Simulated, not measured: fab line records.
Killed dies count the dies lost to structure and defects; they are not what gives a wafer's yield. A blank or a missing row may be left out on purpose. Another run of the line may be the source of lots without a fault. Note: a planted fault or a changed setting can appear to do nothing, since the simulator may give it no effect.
fab line records | flow gf180mcu
record: lots: 6 | wafers: 18 | lastDay: 34
route steps=602 shown V5@541
lots that met no fault: from a run of the same line without faults
startH: start of the lot's first displayed wafer, in hours after the record's first day | waitH: time in hours since the lot's previous step | " as in the row above | L1.1+2: a single row standing in for several wafers | - value missing, or start not given | * or withheld: withheld | < > ~ a bound
route shown NAME@n: names a module that has steps shown in the file, with the first one's number in the route | usual: the fault-free wafers' mean and standard deviation | same: alike in all rows | chamber/n: place in a boat | sites: per-site readings | _std_site: standard deviation across them | _edge_site: the outer-site mean with the inner-site mean subtracted | radiusMm: for every site, how far away it sits from the centre of the wafer | mask NAME#n: copy n | behind: the tool/chamber that last shaped the wafer | hold: cause of the lot's hold/its duration in hours/its outcome | device: which transistor (n, p or np) failed to switch | end of line: tests of these same wafers at the route's end | where a step has no rows: the recipe by itself | killed: not the wafer's yield, but the dies lost to structure and defects at the first sort | map: the dies of a wafer, with x for killed, . for not killed, _ for no die there
set.NAME: the setting that was run; set.NAME@STEP: the one run at that earlier step | model.NAME: the simulator's own value behind a step, which no gauge read
certain route steps with their lots: each step a table, each wafer a row
services: a tool's chamber out of use, with start hour (startH, from the record's first day; less than 0 if before it), hours out, and reason
== steps ==
step: GF_V5_THK_MEAS_01
recipe: reads: SiO2_of_V5_CVD_00
usual: V5_CVD_00_THK: 299/3.7
lot.wafer | tool         | chamber | startH | waitH | V5_CVD_00_THK[nm]
L197.1    | filmMetro-01 | -       | 678.38 | 0.0   | 302
L197.4    | "            | -       | "      | "     | 299
L197.6    | "            | -       | "      | "     | 299
L206.2    | filmMetro-04 | -       | 734.23 | 0.0   | 299
L206.3    | "            | -       | "      | "     | 296
L206.5    | "            | -       | "      | "     | 298
L209.2    | filmMetro-01 | -       | 755.61 | 0.0   | 297
L209.4    | "            | -       | "      | "     | 298
L209.5    | "            | -       | "      | "     | 298
L210.1    | filmMetro-03 | -       | 757.32 | 0.0   | 305
L210.2    | "            | -       | "      | "     | 297
L210.5    | "            | -       | "      | "     | 302
L211.1    | filmMetro-03 | -       | 760.04 | 0.0   | 301
L211.2    | "            | -       | "      | "     | 304
L211.3    | "            | -       | "      | "     | 304
L212.2    | filmMetro-03 | -       | 771.32 | 0.0   | 301
L212.3    | "            | -       | "      | "     | 302
L212.6    | "            | -       | "      | "     | 304
step: GF_V5_CVD_02
recipe: material: SiO2 | targetThkNm: 1450 | precursor: TEOS | tempC: 400 | timeS: 163.28 | rfW: 600
usual: heaterPowerW: 641/120
lot.wafer | tool     | chamber | startH | waitH | heaterPowerW
L197.1    | pecvd-04 | 0       | 678.44 | 0.1   | 636
L197.4    | "        | 1       | "      | "     | 559
L197.6    | "        | 0       | "      | "     | 523
L206.2    | pecvd-04 | 1       | 734.28 | 0.0   | 567
L206.3    | "        | 2       | "      | "     | 565
L206.5    | "        | 0       | "      | "     | 526
L209.2    | pecvd-03 | 0       | 755.66 | 0.0   | 633
L209.4    | "        | 2       | "      | "     | 768
L209.5    | "        | 0       | "      | "     | 548
L210.1    | pecvd-04 | 0       | 757.38 | 0.1   | 552
L210.2    | "        | 2       | "      | "     | 511
L210.5    | "        | 0       | "      | "     | 649
L211.1    | pecvd-02 | 1       | 760.10 | 0.1   | 772
L211.2    | "        | 0       | "      | "     | 612
L211.3    | "        | 2       | "      | "     | 523
L212.2    | pecvd-04 | 1       | 771.37 | 0.0   | 471
L212.3    | "        | 2       | "      | "     | 561
L212.6    | "        | 0       | "      | "     | 539
step: GF_V5_THK_MEAS_03
recipe: reads: SiO2_of_V5_CVD_02
usual: V5_CVD_02_THK: 1453/19
lot.wafer | tool         | chamber | startH | waitH | V5_CVD_02_THK[nm]
L197.1    | filmMetro-04 | -       | 678.55 | 0.1   | 1435
L197.4    | "            | -       | "      | "     | 1486
L197.6    | "            | -       | "      | "     | 1454
L206.2    | filmMetro-04 | -       | 734.39 | 0.1   | 1449
L206.3    | "            | -       | "      | "     | 1449
L206.5    | "            | -       | "      | "     | 1463
L209.2    | filmMetro-03 | -       | 755.78 | 0.1   | 1414
L209.4    | "            | -       | "      | "     | 1457
L209.5    | "            | -       | "      | "     | 1444
L210.1    | filmMetro-01 | -       | 757.49 | 0.1   | 1423
L210.2    | "            | -       | "      | "     | 1443
L210.5    | "            | -       | "      | "     | 1452
L211.1    | filmMetro-04 | -       | 760.21 | 0.1   | 1453
L211.2    | "            | -       | "      | "     | 1430
L211.3    | "            | -       | "      | "     | 1421
L212.2    | filmMetro-03 | -       | 771.49 | 0.1   | 1444
L212.3    | "            | -       | "      | "     | 1467
L212.6    | "            | -       | "      | "     | 1442
step: GF_V5_CMP_04
recipe: material: SiO2 | downForcePsi: 4 | platenRpm: 60 | padVelocityMS: 0.94248
usual: motorCurrentA: 11.9/1.1
lot.wafer | tool   | chamber | startH | waitH | motorCurrentA
L197.4    | cmp-01 | 1       | 678.66 | 0.1   | 12.0
L197.1    | "      | 2       | "      | "     | 10.6
L197.6    | "      | 1       | "      | "     | 12.6
L206.2    | cmp-01 | 1       | 734.56 | 0.2   | 12.3
L206.3    | "      | 3       | "      | "     | 13.6
L206.5    | "      | 0       | "      | "     | 12.4
L209.4    | cmp-01 | 1       | 755.93 | 0.1   | 12.2
L209.2    | "      | 2       | "      | "     | 10.4
L209.5    | "      | 3       | "      | "     | 14.1
L210.2    | cmp-01 | 2       | 757.65 | 0.1   | 10.1
L210.1    | "      | 3       | "      | "     | 13.2
L210.5    | "      | 0       | "      | "     | 12.1
L211.3    | cmp-02 | 0       | 760.32 | 0.1   | 11.4
L211.2    | "      | 1       | "      | "     | 14.1
L211.1    | "      | 2       | "      | "     | 10.8
L212.3    | cmp-01 | 2       | 771.54 | 0.0   | 10.4
L212.2    | "      | 3       | "      | "     | 13.3
L212.6    | "      | 3       | "      | "     | 12.9
step: GF_V5_BOW_MEAS_05
recipe: mode: bow
usual: V5_BOW: 133/9.5
lot.wafer | tool         | chamber | startH | waitH | V5_BOW[um]
L197.1    | filmMetro-03 | -       | 678.91 | 0.1   | 142
L197.4    | "            | -       | "      | "     | 132
L197.6    | "            | -       | "      | "     | 148
L206.2    | filmMetro-04 | -       | 734.83 | 0.2   | 143
L206.3    | "            | -       | "      | "     | 135
L206.5    | "            | -       | "      | "     | 138
L209.2    | filmMetro-01 | -       | 756.15 | 0.1   | 143
L209.4    | "            | -       | "      | "     | 129
L209.5    | "            | -       | "      | "     | 133
L210.1    | filmMetro-03 | -       | 757.85 | 0.1   | 150
L210.2    | "            | -       | "      | "     | 142
L210.5    | "            | -       | "      | "     | 154
L211.1    | filmMetro-03 | -       | 760.57 | 0.1   | 148
L211.2    | "            | -       | "      | "     | 154
L211.3    | "            | -       | "      | "     | 143
L212.2    | filmMetro-03 | -       | 771.86 | 0.2   | 130
L212.3    | "            | -       | "      | "     | 134
L212.6    | "            | -       | "      | "     | 135
step: GF_V5_DEHYDRATE_06
recipe: tempC: 200 | timeS: 60
step: GF_V5_HMDS_07
recipe: primeTimeS: 60 | primeTempC: 120
step: GF_V5_COAT_08
recipe: resist: BARC | tempC: withheld | timeS: withheld | spinRpm: withheld | resistThkNm: withheld
step: GF_V5_COAT_09
recipe: resist: KrF | spinRpm: withheld | resistThkNm: 1000
step: GF_V5_SOFTBAKE_10
recipe: tempC: 130 | timeS: 60 | resist: KrF
step: GF_V5_EXPOSE_11
recipe: maskId: Via5 | targetCdNm: 260 | na: 0.68 | sourceShape: conventional | sigmaOuter: 0.6 | doseMj: 38
step: GF_V5_PEB_12
recipe: pebTempC: 135 | pebTimeS: 90 | resist: KrF
step: GF_V5_DEVELOP_13
recipe: developTimeS: 60 | resist: KrF | devTempC: 21
usual: chillPlateTempC: 22.99/0.1 | developTimeS: 60/0 | exhaustPa: 44.9/0.81
lot.wafer | tool          | chamber | startH | waitH | chillPlateTempC | developTimeS | exhaustPa | model.KrF_of_V5_COAT_09.thkNm
L197.1    | lithoTrack-02 | 0       | 697.90 | 0.2   | 23.02           | 60           | 44.7      | 987.4
L197.4    | "             | 0       | "      | "     | 22.95           | 60           | 45.0      | 987.2
L197.6    | "             | 0       | "      | "     | 22.97           | 60           | 45.9      | 988.7
L206.2    | lithoTrack-02 | 0       | 751.92 | 0.2   | 22.84           | 60           | 44.3      | 982.7
L206.3    | "             | 0       | "      | "     | 22.79           | 60           | 44.0      | 982.9
L206.5    | "             | 0       | "      | "     | 22.92           | 60           | 44.6      | 977.8
L209.2    | lithoTrack-02 | -       | 772.57 | 0.2   | -               | -            | -         | 998.2
L209.4    | "             | -       | "      | "     | -               | -            | -         | 995.8
L209.5    | "             | -       | "      | "     | -               | -            | -         | 997.1
L210.1    | lithoTrack-02 | -       | 773.89 | 0.2   | -               | -            | -         | 1005
L210.2    | "             | -       | "      | "     | -               | -            | -         | 1004
L210.5    | "             | -       | "      | "     | -               | -            | -         | 1004
L211.1    | lithoTrack-02 | 0       | 777.14 | 0.2   | 23.11           | 60           | 45.1      | 986.7
L211.2    | "             | 0       | "      | "     | 22.97           | 60           | 47.0      | 988.9
L211.3    | "             | 0       | "      | "     | 22.93           | 60           | 45.6      | 984.1
L212.2    | lithoTrack-01 | 0       | 787.87 | 0.2   | 22.93           | 60           | 46.0      | 988
L212.3    | "             | 0       | "      | "     | 22.95           | 60           | 45.9      | 988.1
L212.6    | "             | 0       | "      | "     | 23.06           | 60           | 44.7      | 986.1
step: GF_V5_CD_MEAS_14
recipe: targetCdNm: 260
usual: cdNm: 260.5/1.2
lot.wafer | tool     | chamber | startH | waitH | cdNm
L197.1    | cdSem-02 | -       | 698.05 | 0.1   | 261.1
L197.4    | "        | -       | "      | "     | 262.0
L197.6    | "        | -       | "      | "     | 260.6
L206.2    | cdSem-01 | -       | 752.14 | 0.2   | 261.4
L206.3    | "        | -       | "      | "     | 261.7
L206.5    | "        | -       | "      | "     | 262.0
L209.2    | cdSem-01 | -       | 772.71 | 0.1   | -
L209.4    | "        | -       | "      | "     | -
L209.5    | "        | -       | "      | "     | -
L210.1    | cdSem-02 | -       | 774.04 | 0.1   | -
L210.2    | "        | -       | "      | "     | -
L210.5    | "        | -       | "      | "     | -
L211.1    | cdSem-02 | -       | 777.29 | 0.1   | 259.2
L211.2    | "        | -       | "      | "     | 258.8
L211.3    | "        | -       | "      | "     | 257.5
L212.2    | cdSem-02 | -       | 788.02 | 0.1   | 260.5
L212.3    | "        | -       | "      | "     | 260.7
L212.6    | "        | -       | "      | "     | 260.6
== services ==
tool          | chamber | startH | hours | kind
cmp-02        | -       | 663.26 | 4.6   | pm
pecvd-04      | 0       | 675.22 | 1.8   | repair
pecvd-03      | 2       | 679.61 | 3.7   | repair
pecvd-02      | -       | 694.05 | 0.8   | repair
pecvd-02      | -       | 707.01 | 1.0   | repair
pecvd-04      | -       | 711.00 | 0.9   | repair
lithoTrack-02 | -       | 714.44 | -     | consumableReplace:filter
cmp-02        | -       | 726.92 | 7.3   | pm
pecvd-02      | -       | 742.05 | 0.3   | repair
cmp-01        | -       | 744.01 | 4.0   | pm
cmp-01        | -       | 746.84 | 8.8   | repair
cmp-01        | -       | 748.01 | -     | consumableReplace:conditioner
cmp-01        | -       | 748.01 | -     | consumableReplace:pad
cmp-02        | -       | 748.54 | 0.5   | repair
pecvd-04      | 0       | 760.65 | 2.8   | repair
pecvd-03      | 2       | 763.44 | 8.8   | repair
pecvd-02      | 0       | 773.60 | 5.3   | repair
pecvd-04      | -       | 778.68 | 0.5   | repair
pecvd-02      | -       | 784.18 | 0.7   | repair
pecvd-02      | 1       | 786.12 | 20.2  | repair
== key ==
firstSign: step: GF_V5_DEVELOP_13 | reading: toolRecord | direction: missing
effect none on later readings
modelEffect: step: GF_V5_DEVELOP_13 | value: KrF_of_V5_COAT_09.thkNm | without: 985.8 | struck: 1001
metAt GF_V5_DEVELOP_13
struckWafers L209.2,L209.4,L209.5,L210.1,L210.2,L210.5
laterRowsLeftOut L209.2,L209.4,L209.5,L210.1,L210.2,L210.5
sortLeftOut L209.2,L209.4,L209.5,L210.1,L210.2,L210.5
onsetBetween 751.92 772.57
fault: kind: skippedStepWhole | tool: lithoTrack-02 | chamber: - | onsetH: 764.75 | steps: GF_V5_DEVELOP_13 | scope: struckLotsOnly
sortLeftOut: the simulated sort isn't trusted on such a fault, so these wafers' sort isn't shown, and their yield isn't known
laterRowsLeftOut: the simulator's readings of these wafers behind a module that went badly wrong aren't trusted and aren't shown, but for the sort
